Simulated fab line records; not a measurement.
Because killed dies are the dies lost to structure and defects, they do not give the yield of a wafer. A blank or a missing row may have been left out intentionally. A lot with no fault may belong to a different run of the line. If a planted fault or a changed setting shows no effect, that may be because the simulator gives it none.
fab line records + flow gf180mcu
record:
- lots: 11
- wafers: 33
- last_day: 34
route steps=602 shown PSD@257 V1@357 V2@404 M3@412
lots untouched by any fault: they come from a run of this same line in which no faults occurred
start_h: the number of hours between the record's first day and the start of the first shown wafer of the lot + wait_h: hours since the lot's step before + " repeats the value in the row above + L1.1+2: a single row standing in for several wafers + - value missing, or start not given + * or withheld: withheld + < > ~ a bound
route shown NAME@n: a module of which the file shows steps, and the number in the route of the first + usual: average and standard deviation across the fault-free wafers + same: alike in all rows + chamber/n: place in a boat + sites: the reading at each site + _std_site: their standard deviation + _edge_site: inner sites' mean taken away from outer sites' mean + radius_mm: for every site, how far away it sits from the centre of the wafer + mask NAME#n: copy n + behind: the most recent tool/chamber to have shaped the wafer + hold: why the lot went on hold/how many hours it stayed there/how the hold came to an end + device: the n, p or np transistor that did not switch + end of line: the same wafers' tests at the end of the route + where a step has no rows: the recipe by itself + killed: count of dies lost to structure and defects at first sort (not the wafer's yield) + map: the dies of a wafer, with x for killed, . for not killed, _ for no die there
set.NAME: the run value of the setting; set.NAME@STEP: its run value at that earlier step + model.NAME: the simulator's own value behind a step, which no gauge read
the route's steps for a sample of lots (tables are steps, rows are wafers)
services: from which hour (start_h, from the record's first day; less than 0 if before it) a tool's chamber was out of use, for how many hours, and why
== steps ==
step: GF_PSD_IMPLANT_09
recipe:
- species: BF2
- energy_kev: 40
- dose_cm2: 1.5e+15
- tilt_deg: 7
usual:
- dose_ions_cm2: 1.5e+15/1.5e+12
- faraday_current_uA: 8249/160
- tilt_deg: 7.003/0.02
| lot.wafer | tool         | chamber | start_h | wait_h | dose_ions_cm2 | faraday_current_uA | tilt_deg |
|-----------|--------------|---------|---------|--------|---------------|--------------------|----------|
| L930.3    | implanter-04 | 0       | 330.13  | 0.1    | 1.5019e+15    | 8257               | 7.000    |
| L930.4    | "            | 0       | "       | "      | 1.4991e+15    | 8242               | 7.012    |
| L930.6    | "            | 0       | "       | "      | 1.4966e+15    | 8374               | 6.980    |
| L931.1    | implanter-03 | 0       | 331.55  | 0.0    | 1.4995e+15    | 8316               | 7.003    |
| L931.2    | "            | 0       | "       | "      | 1.4969e+15    | 8320               | 7.013    |
| L931.5    | "            | 0       | "       | "      | 1.4997e+15    | 8228               | 6.976    |
| L937.2    | implanter-04 | 0       | 374.75  | 0.0    | 1.3266e+15    | 7235               | 7.033    |
| L937.3    | "            | 0       | "       | "      | 1.3274e+15    | 7567               | 6.988    |
| L937.4    | "            | 0       | "       | "      | 1.3267e+15    | 7361               | 7.025    |
| L938.3    | implanter-02 | 0       | 387.38  | 0.1    | 1.4983e+15    | 7986               | 7.013    |
| L938.4    | "            | 0       | "       | "      | 1.4996e+15    | 8293               | 7.012    |
| L938.5    | "            | 0       | "       | "      | 1.5014e+15    | 8032               | 7.001    |
| L939.1    | implanter-04 | 0       | 406.37  | 0.0    | 1.3283e+15    | 7317               | 6.979    |
| L939.2    | "            | 0       | "       | "      | 1.3313e+15    | 7223               | 6.998    |
| L939.3    | "            | 0       | "       | "      | 1.3311e+15    | 7385               | 6.996    |
| L947.1    | implanter-03 | 0       | 462.57  | 0.0    | 1.4981e+15    | 8016               | 6.966    |
| L947.2    | "            | 0       | "       | "      | 1.5003e+15    | 8433               | 6.979    |
| L947.3    | "            | 0       | "       | "      | 1.5007e+15    | 8357               | 6.998    |
| L949.2    | implanter-04 | 0       | 484.82  | 0.0    | 1.4994e+15    | 8188               | 6.982    |
| L949.3    | "            | 0       | "       | "      | 1.5001e+15    | 8064               | 6.979    |
| L949.5    | "            | 0       | "       | "      | 1.501e+15     | 8396               | 7.003    |
| L950.1    | implanter-04 | 0       | 487.10  | 0.0    | 1.5008e+15    | 8270               | 7.017    |
| L950.2    | "            | 0       | "       | "      | 1.5014e+15    | 8103               | 7.026    |
| L950.4    | "            | 0       | "       | "      | 1.4991e+15    | 8413               | 7.004    |
| L951.1    | implanter-03 | 0       | 496.35  | 0.0    | 1.4987e+15    | 8231               | 6.979    |
| L951.2    | "            | 0       | "       | "      | 1.4988e+15    | 8441               | 7.000    |
| L951.4    | "            | 0       | "       | "      | 1.5024e+15    | 8434               | 7.000    |
| L952.2    | implanter-02 | 0       | 504.54  | 0.0    | 1.5004e+15    | 8040               | 6.991    |
| L952.3    | "            | 0       | "       | "      | 1.5004e+15    | 8057               | 7.017    |
| L952.6    | "            | 0       | "       | "      | 1.4993e+15    | 8222               | 7.019    |
| L953.1    | implanter-04 | 0       | 510.72  | 0.0    | 1.5029e+15    | 8116               | 6.999    |
| L953.2    | "            | 0       | "       | "      | 1.4993e+15    | 8332               | 6.998    |
| L953.5    | "            | 0       | "       | "      | 1.5002e+15    | 8179               | 7.003    |
step: GF_PSD_STRIP_10
recipe:
- chemistry: O2/N2
- power_w: 1400
- pressure_mtorr: 1500
- platen_temp_c: 250
- o2_flow_sccm: 3000
- n2_flow_sccm: 300
- overash_fraction: 0.5
usual:
- drypump_motor_current_A: 5.6/0.61
- heater_power_w: 346/22
- oes_product_au: 0.592/0.0049
- strip_time_to_endpoint_s: 16.51/0.032
| lot.wafer | tool            | chamber | start_h | wait_h | drypump_motor_current_A | heater_power_w | oes_product_au | rf_hours_counter_h | strip_time_to_endpoint_s |
|-----------|-----------------|---------|---------|--------|-------------------------|----------------|----------------|--------------------|--------------------------|
| L930.3    | plasma_asher-02 | 1       | 330.26  | 0.1    | 4.7                     | 345            | 0.597          | -                  | 16.50                    |
| L930.4    | "               | 0       | "       | "      | 5.1                     | 352            | 0.595          | -                  | 16.49                    |
| L930.6    | "               | 0       | "       | "      | 5.1                     | 354            | 0.595          | -                  | 16.51                    |
| L931.1    | plasma_asher-02 | 1       | 331.70  | 0.1    | 4.7                     | 340            | 0.590          | 69                 | 16.47                    |
| L931.2    | "               | 0       | "       | "      | 5.1                     | 364            | 0.588          | 69                 | 16.49                    |
| L931.5    | "               | 0       | "       | "      | 5.1                     | 347            | 0.594          | -                  | 16.51                    |
| L937.2    | plasma_asher-02 | 1       | 374.88  | 0.1    | 4.6                     | 352            | 0.607          | 74                 | 16.13                    |
| L937.3    | "               | 0       | "       | "      | 5.1                     | 349            | 0.601          | -                  | 16.16                    |
| L937.4    | "               | 1       | "       | "      | 4.6                     | 347            | 0.605          | -                  | 16.08                    |
| L938.3    | plasma_asher-01 | 1       | 387.51  | 0.1    | 5.1                     | 385            | 0.592          | -                  | 16.52                    |
| L938.4    | "               | 0       | "       | "      | 6.1                     | 338            | 0.597          | -                  | 16.53                    |
| L938.5    | "               | 1       | "       | "      | 5.1                     | 380            | 0.591          | -                  | 16.54                    |
| L939.1    | plasma_asher-02 | 1       | 406.52  | 0.1    | 4.6                     | 346            | 0.601          | 77                 | 16.14                    |
| L939.2    | "               | 0       | "       | "      | 5.1                     | 353            | 0.598          | 77                 | 16.15                    |
| L939.3    | "               | 1       | "       | "      | 4.6                     | 352            | 0.594          | -                  | 16.15                    |
| L947.1    | plasma_asher-04 | 1       | 462.72  | 0.1    | 6.4                     | 338            | 0.594          | 3                  | 16.51                    |
| L947.2    | "               | 0       | "       | "      | 5.5                     | 318            | 0.590          | 3                  | 16.52                    |
| L947.3    | "               | 0       | "       | "      | 5.5                     | 315            | 0.591          | -                  | 16.49                    |
| L949.2    | plasma_asher-01 | 0       | 484.95  | 0.1    | 6.1                     | 340            | 0.597          | 65                 | 16.51                    |
| L949.3    | "               | 0       | "       | "      | 6.1                     | 335            | 0.588          | -                  | 16.46                    |
| L949.5    | "               | 1       | "       | "      | 5.1                     | 374            | 0.603          | -                  | 16.47                    |
| L950.1    | plasma_asher-02 | 1       | 487.25  | 0.1    | 4.6                     | 353            | 0.595          | 85                 | 16.48                    |
| L950.2    | "               | 0       | "       | "      | 5.1                     | 358            | 0.604          | 85                 | 16.49                    |
| L950.4    | "               | 0       | "       | "      | 5.1                     | 351            | 0.587          | -                  | 16.47                    |
| L951.1    | plasma_asher-04 | 0       | 496.50  | 0.1    | 5.5                     | 308            | 0.599          | 7                  | 16.52                    |
| L951.2    | "               | 1       | "       | "      | 6.4                     | 336            | 0.589          | 7                  | 16.47                    |
| L951.4    | "               | 1       | "       | "      | 6.5                     | 331            | 0.589          | -                  | 16.50                    |
| L952.2    | plasma_asher-01 | 1       | 504.66  | 0.1    | 5.1                     | 397            | 0.593          | 67                 | 16.49                    |
| L952.3    | "               | 1       | "       | "      | 5.1                     | 384            | 0.602          | -                  | 16.54                    |
| L952.6    | "               | 1       | "       | "      | 5.1                     | 389            | 0.594          | -                  | 16.50                    |
| L953.1    | plasma_asher-04 | 0       | 510.87  | 0.1    | 5.5                     | 326            | 0.586          | 8                  | 16.47                    |
| L953.2    | "               | 1       | "       | "      | 6.4                     | 334            | 0.588          | 8                  | 16.48                    |
| L953.5    | "               | 0       | "       | "      | 5.5                     | 323            | 0.597          | -                  | 16.50                    |
step: GF_PSD_RS_MEAS_15
recipe:
- thk_meas_gauge: four-point-probe
usual:
- PSD_RS: 108.45/0.25
| lot.wafer | tool          | chamber | start_h | wait_h | PSD_RS[ohm/sq] |
|-----------|---------------|---------|---------|--------|----------------|
| L930.3    | film_metro-02 | -       | 330.68  | 0.1    | 108.58         |
| L930.4    | "             | -       | "       | "      | 108.56         |
| L930.6    | "             | -       | "       | "      | 108.44         |
| L931.1    | film_metro-04 | -       | 332.11  | 0.1    | 108.82         |
| L931.2    | "             | -       | "       | "      | 108.69         |
| L931.5    | "             | -       | "       | "      | 108.53         |
| L937.2    | film_metro-03 | -       | 375.31  | 0.1    | 113.68         |
| L937.3    | "             | -       | "       | "      | 113.87         |
| L937.4    | "             | -       | "       | "      | 113.91         |
| L938.3    | film_metro-03 | -       | 387.93  | 0.1    | 108.41         |
| L938.4    | "             | -       | "       | "      | 108.63         |
| L938.5    | "             | -       | "       | "      | 108.50         |
| L939.1    | film_metro-04 | -       | 407.06  | 0.1    | 113.40         |
| L939.2    | "             | -       | "       | "      | 113.41         |
| L939.3    | "             | -       | "       | "      | 113.86         |
| L947.1    | film_metro-03 | -       | 463.13  | 0.1    | 108.29         |
| L947.2    | "             | -       | "       | "      | 108.66         |
| L947.3    | "             | -       | "       | "      | 108.10         |
| L949.2    | film_metro-02 | -       | 485.38  | 0.1    | 108.27         |
| L949.3    | "             | -       | "       | "      | 108.36         |
| L949.5    | "             | -       | "       | "      | 108.18         |
| L950.1    | film_metro-03 | -       | 487.66  | 0.1    | 108.52         |
| L950.2    | "             | -       | "       | "      | 108.74         |
| L950.4    | "             | -       | "       | "      | 108.62         |
| L951.1    | film_metro-02 | -       | 496.91  | 0.1    | 108.18         |
| L951.2    | "             | -       | "       | "      | 108.73         |
| L951.4    | "             | -       | "       | "      | 108.30         |
| L952.2    | film_metro-03 | -       | 505.10  | 0.1    | 108.74         |
| L952.3    | "             | -       | "       | "      | 108.40         |
| L952.6    | "             | -       | "       | "      | 108.80         |
| L953.1    | film_metro-03 | -       | 511.29  | 0.1    | 108.66         |
| L953.2    | "             | -       | "       | "      | 108.57         |
| L953.5    | "             | -       | "       | "      | 108.50         |
step: GF_V1_SPUTTER_22
recipe:
- material: TiN
- target_thk_nm: 10
- chamber_pressure_pa: 5
- power_w: 4000
- time_s: 40
usual:
- chamber_pressure_pa: 5.000/0.0096
- throttle_valve_pct: 30.8/0.65
| lot.wafer | tool           | chamber | start_h | wait_h | chamber_pressure_pa | throttle_valve_pct |
|-----------|----------------|---------|---------|--------|---------------------|--------------------|
| L930.3    | pvd_sputter-02 | -       | 427.61  | 0.0    | 4.997               | 30.3               |
| L930.4    | "              | -       | "       | "      | 5.002               | 30.9               |
| L930.6    | "              | -       | "       | "      | 5.001               | 31.0               |
| L931.1    | pvd_sputter-04 | -       | 428.61  | 0.0    | 5.020               | 31.5               |
| L931.2    | "              | -       | "       | "      | 4.995               | 31.0               |
| L931.5    | "              | -       | "       | "      | 4.998               | 31.2               |
| L937.2    | pvd_sputter-03 | -       | 477.07  | 0.0    | 5.000               | 30.4               |
| L937.3    | "              | -       | "       | "      | 5.006               | 30.3               |
| L937.4    | "              | -       | "       | "      | 4.991               | 30.5               |
| L938.3    | pvd_sputter-02 | -       | 490.07  | 0.0    | 5.010               | 29.5               |
| L938.4    | "              | -       | "       | "      | 4.991               | 30.3               |
| L938.5    | "              | -       | "       | "      | 5.000               | 30.4               |
| L939.1    | pvd_sputter-02 | -       | 509.30  | 0.0    | 5.016               | 29.5               |
| L939.2    | "              | -       | "       | "      | 4.984               | 31.1               |
| L939.3    | "              | -       | "       | "      | 4.989               | 31.3               |
| L947.1    | pvd_sputter-02 | -       | 562.66  | 0.0    | 4.992               | 30.8               |
| L947.2    | "              | -       | "       | "      | 5.002               | 31.2               |
| L947.3    | "              | -       | "       | "      | 4.980               | 29.5               |
| L949.2    | pvd_sputter-03 | -       | 583.35  | 0.0    | 5.005               | 30.2               |
| L949.3    | "              | -       | "       | "      | 4.988               | 30.6               |
| L949.5    | "              | -       | "       | "      | 4.998               | 31.9               |
| L950.1    | pvd_sputter-03 | -       | 584.32  | 0.0    | 5.002               | 32.0               |
| L950.2    | "              | -       | "       | "      | 5.017               | 30.3               |
| L950.4    | "              | -       | "       | "      | 5.001               | 30.4               |
| L951.1    | pvd_sputter-03 | -       | 592.91  | 0.0    | 5.007               | 30.5               |
| L951.2    | "              | -       | "       | "      | 4.982               | 30.6               |
| L951.4    | "              | -       | "       | "      | 5.008               | 31.9               |
| L952.2    | pvd_sputter-03 | -       | 599.55  | 0.0    | 5.011               | 30.1               |
| L952.3    | "              | -       | "       | "      | 4.996               | 32.2               |
| L952.6    | "              | -       | "       | "      | 5.012               | 30.3               |
| L953.1    | pvd_sputter-03 | -       | 605.46  | 0.0    | 5.012               | 30.3               |
| L953.2    | "              | -       | "       | "      | 5.002               | 30.4               |
| L953.5    | "              | -       | "       | "      | 5.001               | 30.3               |
step: GF_V2_SPUTTER_22
recipe:
- material: TiN
- target_thk_nm: 10
- chamber_pressure_pa: 5
- power_w: 4000
- time_s: 40
usual:
- chamber_pressure_pa: 5.000/0.01
- throttle_valve_pct: 30.5/0.76
| lot.wafer | tool           | chamber | start_h | wait_h | chamber_pressure_pa | throttle_valve_pct |
|-----------|----------------|---------|---------|--------|---------------------|--------------------|
| L930.3    | pvd_sputter-04 | -       | 480.53  | 0.0    | 5.002               | 31.1               |
| L930.4    | "              | -       | "       | "      | 5.013               | 31.4               |
| L930.6    | "              | -       | "       | "      | 4.996               | 30.8               |
| L931.1    | pvd_sputter-01 | -       | 481.22  | 0.0    | 5.005               | 29.3               |
| L931.2    | "              | -       | "       | "      | 5.012               | 30.0               |
| L931.5    | "              | -       | "       | "      | 5.013               | 30.0               |
| L937.2    | pvd_sputter-04 | -       | 527.26  | 0.0    | 4.998               | 31.2               |
| L937.3    | "              | -       | "       | "      | 5.007               | 31.1               |
| L937.4    | "              | -       | "       | "      | 4.990               | 31.0               |
| L938.3    | pvd_sputter-04 | -       | 540.68  | 0.0    | 5.004               | 31.3               |
| L938.4    | "              | -       | "       | "      | 5.006               | 31.1               |
| L938.5    | "              | -       | "       | "      | 5.010               | 31.4               |
| L939.1    | pvd_sputter-01 | -       | 558.51  | 0.0    | 5.016               | 29.5               |
| L939.2    | "              | -       | "       | "      | 5.003               | 30.2               |
| L939.3    | "              | -       | "       | "      | 4.997               | 29.3               |
| L947.1    | pvd_sputter-01 | -       | 607.85  | 0.0    | 4.991               | 29.4               |
| L947.2    | "              | -       | "       | "      | 5.015               | 29.2               |
| L947.3    | "              | -       | "       | "      | 4.998               | 30.1               |
| L949.2    | pvd_sputter-04 | -       | 627.55  | 0.0    | 4.994               | 31.6               |
| L949.3    | "              | -       | "       | "      | 5.001               | 30.8               |
| L949.5    | "              | -       | "       | "      | 4.995               | 31.4               |
| L950.1    | pvd_sputter-02 | -       | 629.75  | 0.0    | 5.006               | 30.5               |
| L950.2    | "              | -       | "       | "      | 4.979               | 31.1               |
| L950.4    | "              | -       | "       | "      | 4.994               | 29.5               |
| L951.1    | pvd_sputter-01 | -       | 636.42  | 0.0    | 4.999               | 29.3               |
| L951.2    | "              | -       | "       | "      | 4.994               | 29.3               |
| L951.4    | "              | -       | "       | "      | 5.009               | 30.1               |
| L952.2    | pvd_sputter-01 | -       | 643.65  | 0.0    | 4.979               | 29.6               |
| L952.3    | "              | -       | "       | "      | 5.020               | 29.3               |
| L952.6    | "              | -       | "       | "      | 5.023               | 29.5               |
| L953.1    | pvd_sputter-02 | -       | 648.52  | 0.0    | 5.007               | 30.4               |
| L953.2    | "              | -       | "       | "      | 5.008               | 29.3               |
| L953.5    | "              | -       | "       | "      | 4.985               | 31.1               |
step: GF_M3_SPUTTER_03
recipe:
- material: Ti
- target_thk_nm: 10
- substrate_temp_c: 300
- chamber_pressure_pa: 0.3
- power_w: 3000
- time_s: 6.7
usual:
- chamber_pressure_pa: 0.3001/0.00057
- throttle_valve_pct: 30.3/0.81
| lot.wafer | tool           | chamber | start_h | wait_h | chamber_pressure_pa | throttle_valve_pct |
|-----------|----------------|---------|---------|--------|---------------------|--------------------|
| L930.3    | pvd_sputter-02 | -       | 481.32  | 0.0    | 0.3005              | 30.9               |
| L930.4    | "              | -       | "       | "      | 0.3008              | 29.9               |
| L930.6    | "              | -       | "       | "      | 0.3003              | 31.2               |
| L931.1    | pvd_sputter-03 | -       | 482.01  | 0.0    | 0.2998              | 30.5               |
| L931.2    | "              | -       | "       | "      | 0.2999              | 31.8               |
| L931.5    | "              | -       | "       | "      | 0.3004              | 30.2               |
| L937.2    | pvd_sputter-02 | -       | 528.30  | 0.0    | 0.2986              | 31.0               |
| L937.3    | "              | -       | "       | "      | 0.2992              | 29.6               |
| L937.4    | "              | -       | "       | "      | 0.2994              | 30.4               |
| L938.3    | pvd_sputter-01 | -       | 541.47  | 0.0    | 0.2994              | 30.2               |
| L938.4    | "              | -       | "       | "      | 0.2999              | 29.5               |
| L938.5    | "              | -       | "       | "      | 0.2999              | 29.4               |
| L939.1    | pvd_sputter-03 | -       | 559.30  | 0.0    | 0.2993              | 30.5               |
| L939.2    | "              | -       | "       | "      | 0.2998              | 30.5               |
| L939.3    | "              | -       | "       | "      | 0.3001              | 30.4               |
| L947.1    | pvd_sputter-01 | -       | 608.65  | 0.0    | 0.2993              | 29.2               |
| L947.2    | "              | -       | "       | "      | 0.3009              | 29.6               |
| L947.3    | "              | -       | "       | "      | 0.3008              | 29.7               |
| L949.2    | pvd_sputter-01 | -       | 628.34  | 0.0    | 0.2996              | 30.2               |
| L949.3    | "              | -       | "       | "      | 0.2997              | 29.7               |
| L949.5    | "              | -       | "       | "      | 0.2995              | 29.1               |
| L950.1    | pvd_sputter-01 | -       | 630.54  | 0.0    | 0.2997              | 29.6               |
| L950.2    | "              | -       | "       | "      | 0.2994              | 30.2               |
| L950.4    | "              | -       | "       | "      | 0.3002              | 29.4               |
| L951.1    | pvd_sputter-03 | -       | 637.51  | 0.0    | 0.2995              | 30.2               |
| L951.2    | "              | -       | "       | "      | 0.3010              | 32.0               |
| L951.4    | "              | -       | "       | "      | 0.3007              | 30.5               |
| L952.2    | pvd_sputter-03 | -       | 644.44  | 0.0    | 0.2998              | 31.8               |
| L952.3    | "              | -       | "       | "      | 0.2995              | 30.6               |
| L952.6    | "              | -       | "       | "      | 0.2998              | 32.2               |
| L953.1    | pvd_sputter-02 | -       | 649.31  | 0.0    | 0.3001              | 31.0               |
| L953.2    | "              | -       | "       | "      | 0.3010              | 31.0               |
| L953.5    | "              | -       | "       | "      | 0.2994              | 30.3               |
== services ==
| tool            | chamber | start_h | hours | kind   |
|-----------------|---------|---------|-------|--------|
| plasma_asher-04 | -       | 307.00  | 0.6   | repair |
| pvd_sputter-04  | -       | 317.86  | 5.9   | repair |
| pvd_sputter-01  | -       | 378.25  | 1.2   | repair |
| implanter-04    | -       | 391.62  | 2.0   | repair |
| plasma_asher-04 | -       | 403.24  | 0.7   | repair |
| implanter-03    | -       | 418.82  | 5.2   | repair |
| plasma_asher-04 | -       | 421.25  | 9.0   | pm     |
| pvd_sputter-03  | -       | 443.05  | 3.8   | repair |
| pvd_sputter-03  | -       | 479.00  | 2.3   | repair |
| pvd_sputter-01  | -       | 490.14  | 5.4   | repair |
| implanter-03    | -       | 502.35  | 5.6   | repair |
| pvd_sputter-02  | -       | 509.83  | 4.9   | repair |
| implanter-04    | -       | 513.65  | 3.1   | pm     |
| pvd_sputter-02  | -       | 516.48  | 3.0   | repair |
| pvd_sputter-03  | -       | 524.22  | 0.6   | repair |
| implanter-03    | -       | 526.86  | 1.9   | repair |
| implanter-04    | -       | 530.98  | 5.0   | repair |
| implanter-03    | -       | 542.90  | 1.2   | repair |
| pvd_sputter-02  | -       | 586.00  | 38.3  | repair |
| plasma_asher-04 | -       | 594.01  | 8.7   | repair |
| plasma_asher-04 | -       | 612.44  | 2.8   | pm     |
| plasma_asher-01 | -       | 642.30  | 1.0   | repair |
| pvd_sputter-02  | -       | 643.78  | 4.5   | repair |
| pvd_sputter-03  | -       | 647.45  | 1.2   | repair |
== key ==
first_sign:
- step: GF_PSD_IMPLANT_09
- reading: dose_ions_cm2
- direction: down
- sigmas: 99+
- usual: 1.5e+15
- struck: 1.3286e+15
effect:
- step: GF_PSD_IMPLANT_09
- reading: faraday_current_uA
- direction: down
- sigmas: 5.8
- usual: 8249
- struck: 7348
effect:
- step: GF_PSD_STRIP_10
- reading: strip_time_to_endpoint_s
- direction: down
- sigmas: 12
- usual: *
- struck: *
effect:
- step: GF_PSD_RS_MEAS_15
- reading: PSD_RS
- direction: up
- sigmas: 21
- usual: 108.45
- struck: 113.69
met_at GF_PSD_IMPLANT_09
struck_lots L937,L939
tester_left_out L937,L939
not_acting_at GF_V1_SPUTTER_22,GF_V2_SPUTTER_22,GF_M3_SPUTTER_03
onset_between 330.13 374.75
fault:
- kind: process_parameter_drift
- tool: implanter-04
- chamber: -
- onset_h: 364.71
- steps: GF_PSD_IMPLANT_09
- channel: dose_cm2
- offset: -1.7118e+14
- shape: step
- end_h: 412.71
- acts_in: these_recipes_only
- stated: 1.5e+15
tester_left_out: of these lots the tester's yield and bins aren't shown, on N5 and GAA mostly nor the transistor test; their killed dies are dies lost to structure and defects alone, not to doping, threshold or leakage, so they don't give the yield
